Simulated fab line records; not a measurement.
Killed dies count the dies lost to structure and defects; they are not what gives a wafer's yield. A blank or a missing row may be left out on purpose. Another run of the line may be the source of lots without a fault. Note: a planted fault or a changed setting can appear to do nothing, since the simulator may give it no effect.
Check for tools in common    flow gf180mcu    14 lots, 48 wafers sampled

## REASON IT WAS OPENED
At GF_HV_LDD_RS_MEAS_53 the reading HV_LDD_RS is flagged on 2 of 14 lots. Wafers without a fault read 418.3 ohm/sq, standard deviation 1.
Rule: a lot is flagged in two cases, either no wafer of it has a number, or all its wafers with numbers fall more than 4 standard deviations from that mean. The other lots count as sound.

lot   measured      on            HV_LDD_RS (ohm/sq), wafer by wafer   flag
L433  day 12 11:17  filmMetro-02  417.2 417.1 417.8                    
L435  day 13 01:26  filmMetro-04  419.0 418.1 417.8                    
L434  day 13 06:06  filmMetro-03  419.0 418.9 419.0                    
L436  day 13 12:47  filmMetro-03  417.8 417.8 418.5                    
L437  day 13 21:39  filmMetro-04  419.5 421.3 418.9                    
L440  day 14 20:13  filmMetro-02  418.7 418.7 419.1                    
L444  day 16 10:47  filmMetro-03  407.3 406.8 407.8 407.1 407.2 407.7  FLAGGED
L445  day 16 12:18  filmMetro-02  418.2 418.5 419.1                    
L446  day 16 22:08  filmMetro-02  406.2 406.7 406.6 406.4 406.7 405.5  FLAGGED
L450  day 18 02:44  filmMetro-03  418.6 419.4 419.5                    
L451  day 18 11:53  filmMetro-04  417.7 416.9 417.8                    
L453  day 19 09:31  filmMetro-04  419.1 419.1 420.0                    
L455  day 19 19:17  filmMetro-02  415.9 416.3 415.5                    
L456  day 20 08:16  filmMetro-02  417.2 417.2 416.6                    
On average the flagged lots' numbers are 406.8 ohm/sq, which is -11.5 ohm/sq against the usual, or -11 standard deviations.

## TOOL THAT RAN EACH LOT
The record keeps 1 process step preceding the reading, out of 602 steps on the route. Each cell gives the tool, then ch followed by the chambers the sampled wafers passed through, then the start.
lot   flag     GF_HV_LDD_IMPLANT_33
L433           implanter-02 ch 0, day 11 15:13
L435           implanter-03 ch 0, day 12 05:22
L434           implanter-01 ch 0, day 12 09:23
L436           implanter-01 ch 0, day 12 15:45
L437           implanter-03 ch 0, day 12 23:49
L440           implanter-03 ch 0, day 13 22:34
L444  FLAGGED  implanter-02 ch 0, day 15 11:59
L445           implanter-03 ch 0, day 15 12:56
L446  FLAGGED  implanter-02 ch 0, day 15 22:33
L450           implanter-03 ch 0, day 17 02:34
L451           implanter-03 ch 0, day 17 12:05
L453           implanter-01 ch 0, day 18 08:30
L455           implanter-03 ch 0, day 18 18:02
L456           implanter-02 ch 0, day 19 06:41
What these steps do:
- GF_HV_LDD_IMPLANT_33
- GF_HV_LDD_RS_MEAS_53: measures by four-point-probe.

## FLAGGED OVER TOTAL, TOOL BY TOOL (the gauges that took the reading come last)
step                  tool          lots run  flagged  share of the flagged lots  sound lots run after its first flagged lot
GF_HV_LDD_IMPLANT_33  implanter-01  3         0        none                       -
GF_HV_LDD_IMPLANT_33  implanter-02  4         2        all                        1 (L456)
GF_HV_LDD_IMPLANT_33  implanter-03  7         0        none                       -
GF_HV_LDD_RS_MEAS_53  filmMetro-02  6         1        some                       2 (L455,L456)
GF_HV_LDD_RS_MEAS_53  filmMetro-03  4         1        some                       1 (L450)
GF_HV_LDD_RS_MEAS_53  filmMetro-04  4         0        none                       -

## WHAT THE TABLE ALLOWS
All flagged lots share 1 row of the table, namely implanter-02 at GF_HV_LDD_IMPLANT_33.
- implanter-02 at GF_HV_LDD_IMPLANT_33: 2 of its 4 lots flagged. Lots that were sound ran on it after the first flagged one (L456); a persistent fault on the entire tool would not allow that. Its own readings (beamEnergyKeV) fall more than 4 standard deviations out on all wafers of the flagged lots.
No row of the table ran every flagged lot and no sound lot after the first.

## WHAT THE SIMULATOR HAD INSERTED
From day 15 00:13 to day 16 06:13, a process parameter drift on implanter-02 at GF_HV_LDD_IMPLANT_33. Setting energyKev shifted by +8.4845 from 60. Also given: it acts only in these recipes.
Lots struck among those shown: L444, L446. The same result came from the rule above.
